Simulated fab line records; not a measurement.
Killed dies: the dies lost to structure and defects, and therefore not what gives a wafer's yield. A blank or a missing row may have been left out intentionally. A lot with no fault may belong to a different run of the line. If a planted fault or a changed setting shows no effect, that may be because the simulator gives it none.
Which tool was responsible? ; flow gf180mcu ; 11 lots, 33 wafers sampled, at 4 steps of a route of 602

WHAT EACH GAUGE READ, for each wafer
GF_TOP_METAL_THK_MEAS_06: measures by xrf. Usual: TOP_METAL_ALCU_THK gives 883 nm (standard deviation 12).
lot;measured;on;TOP_METAL_ALCU_THK (nm);flag
L144;day 27 14:46;film-metro-02;889 890 893;
L148;day 29 03:49;film-metro-03;887 886 890;
L150;day 29 18:22;film-metro-04;899 892 890;
L151;day 30 02:54;film-metro-04;887 891 882;
L152;day 30 11:26;film-metro-03;892 894 906;
L153;day 30 14:49;film-metro-04;883 875 886;
L159;day 32 15:58;film-metro-04;867 869 876;
L161;day 32 18:04;film-metro-02;867 876 877;
L163;day 33 04:46;film-metro-04;877 882 864;
L164;day 33 08:47;film-metro-03;876 857 865;
L165;day 33 13:28;film-metro-02;874 887 880;

GF_TOP_METAL_CD_MEAS_14 targets a cd of 440 nm. Usual: cd-nm reads 439.9 nm (standard deviation 2.5).
lot;measured;on;cd-nm (nm);flag
L144;day 28 10:47;cd-sem-02;442.7 441.5 442.8;
L148;day 29 22:12;cd-sem-01;439.4 442.7 441.6;
L150;day 30 12:24;cd-sem-02;439.9 439.2 437.8;
L151;day 30 20:50;cd-sem-02;446.3 445.6 441.5;
L152;day 31 05:06;cd-sem-02;437.6 439.6 437.9;
L153;day 31 08:27;cd-sem-01;441.2 439.5 439.9;
L159;day 33 08:00;cd-sem-01;459.4 458.7 458.5 459.4 458.6 458.4;OFF
L161;day 33 10:10;cd-sem-01;456.8 456.2 457.2 457.0 456.4 457.1;OFF
L163;day 33 20:18;cd-sem-01;438.1 438.8 439.9;
L164;day 34 00:10;cd-sem-02;440.6 439.3 437.6;
L165;day 34 05:11;cd-sem-01;441.4 441.7 439.2;

EACH LOT AND THE TOOL THAT RAN IT (in order: tool; ch and the chambers of the sampled wafers; start)
lot;GF_M5_ETCH_09;GF_TOP_METAL_COAT_09
L144;rie-diel-04 ch 0,1,3, day 26 15:30;litho-track-02 ch 0, day 28 00:48
L148;rie-diel-03 ch 1,2,3, day 28 04:49;litho-track-02 ch 0, day 29 12:24
L150;rie-diel-01 ch 1,2,3, day 28 20:10;litho-track-04 ch 0, day 30 02:57
L151;rie-diel-01 ch 0,1, day 29 04:19;litho-track-04 ch 0, day 30 11:54
L152;rie-diel-03 ch 0,1,3, day 29 13:42;litho-track-02 ch 0, day 30 20:24
L153;rie-diel-03 ch 0,1, day 29 17:39;litho-track-04 ch 0, day 30 23:12
L159;rie-diel-04 ch 1,3, day 31 19:24;litho-track-04 ch 0, day 33 00:00
L161;rie-diel-01 ch 1,2, day 31 22:00;litho-track-04 ch 0, day 33 02:10
L163;rie-diel-01 ch 1,3, day 32 09:28;litho-track-01 ch 0, day 33 11:53
L164;rie-diel-03 ch 2,3, day 32 12:33;litho-track-02 ch 0, day 33 16:13
L165;rie-diel-01 ch 0,2,3, day 32 18:57;litho-track-02 ch 0, day 33 21:33
- GF_M5_ETCH_09: etches Si3N4 in CF4/O2, target depth 52 nm, time 11.6 s.
- GF_TOP_METAL_COAT_09: resist thk 1500 nm.

WHAT THE TOOLS THEMSELVES READ (means of the sampled wafers that have a number; where no wafer has one, the mark that the record gives instead)
GF_M5_ETCH_09. Usual: drypump-motor-current-A 5.7 A, standard deviation 0.41; oes-product-au 0.999 a.u., standard deviation 0.011; throttle-valve-pct 5.971 %, standard deviation 0.0096.
lot;tool;drypump-motor-current-A (A);oes-product-au (a.u.);throttle-valve-pct (%);flag
L144;rie-diel-04;5.5;1.005;5.964;
L148;rie-diel-03;5.5;1.003;5.969;
L150;rie-diel-01;5.8;0.996;5.963;
L151;rie-diel-01;6.1;0.988;5.971;
L152;rie-diel-03;5.3;1.009;5.972;
L153;rie-diel-03;5.1;0.998;5.975;
L159;rie-diel-04;5.6;1.002;5.974;
L161;rie-diel-01;5.8;0.997;5.963;
L163;rie-diel-01;5.8;0.994;5.967;
L164;rie-diel-03;5.6;0.998;5.970;
L165;rie-diel-01;6.1;0.994;5.970;

GF_TOP_METAL_COAT_09. Usual: dispense-pressure-kPa 49 kPa, standard deviation 6.3; spin-speed-rpm 2999.7 rpm, standard deviation 1.8.
lot;tool;dispense-pressure-kPa (kPa);spin-speed-rpm (rpm);flag
L144;litho-track-02;53;2998.6;
L148;litho-track-02;53;2997.9;
L150;litho-track-04;43;2998.5;
L151;litho-track-04;43;3000.0;
L152;litho-track-02;53;2998.5;
L153;litho-track-04;43;3001.4;
L159;litho-track-04;43;2220.6;OFF
L161;litho-track-04;43;2219.9;OFF
L163;litho-track-01;57;2999.3;
L164;litho-track-02;53;2998.2;
L165;litho-track-02;53;3000.6;

THE ANSWER, worked out from the rows above alone
Rule: lot off if the mean of its wafers having a number is beyond 3 standard deviations from the usual mean. A lot without any number at a reading at which 4 lots or more have one is off too. Any other lot the step has rows for is counted as sound. Order of review: gauges by route order, followed by the tools' own readings, for which a lot's mean as printed above is used. At the first step where some lot is off, the reading lying furthest off is the one used; lots without a number count as furthest.
Off at GF_TOP_METAL_CD_MEAS_14 (cd-nm): L159, L161.
If a tool, at a process step before that reading, ran all the lots that are off and no sound lot after the first of them, it fits. Not tried: the gauges at GF_TOP_METAL_CD_MEAS_14; whatever is off there is also off at GF_TOP_METAL_COAT_09, on other tools, and gauge error can't account for it. One candidate fits, namely litho-track-04 at GF_TOP_METAL_COAT_09. Its last sound lot is L153 (day 30 23:12), its first lot that is off L159 (day 33 00:00): a fault that began between those two fits.
On the lots that are off, the tool's own readings at GF_TOP_METAL_COAT_09 differ by more than 5 times the standard deviation of the sound lots' means, which bears it out; spin-speed-rpm reads 2220.2 rpm there versus 2999.2 rpm on the sound lots.

WHAT WAS PUT IN BY THE SIMULATOR
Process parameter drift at GF_TOP_METAL_COAT_09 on litho-track-04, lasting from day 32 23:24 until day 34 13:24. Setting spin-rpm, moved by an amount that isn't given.
Lots struck among those shown: L159, L161. The same result came from the rule above.
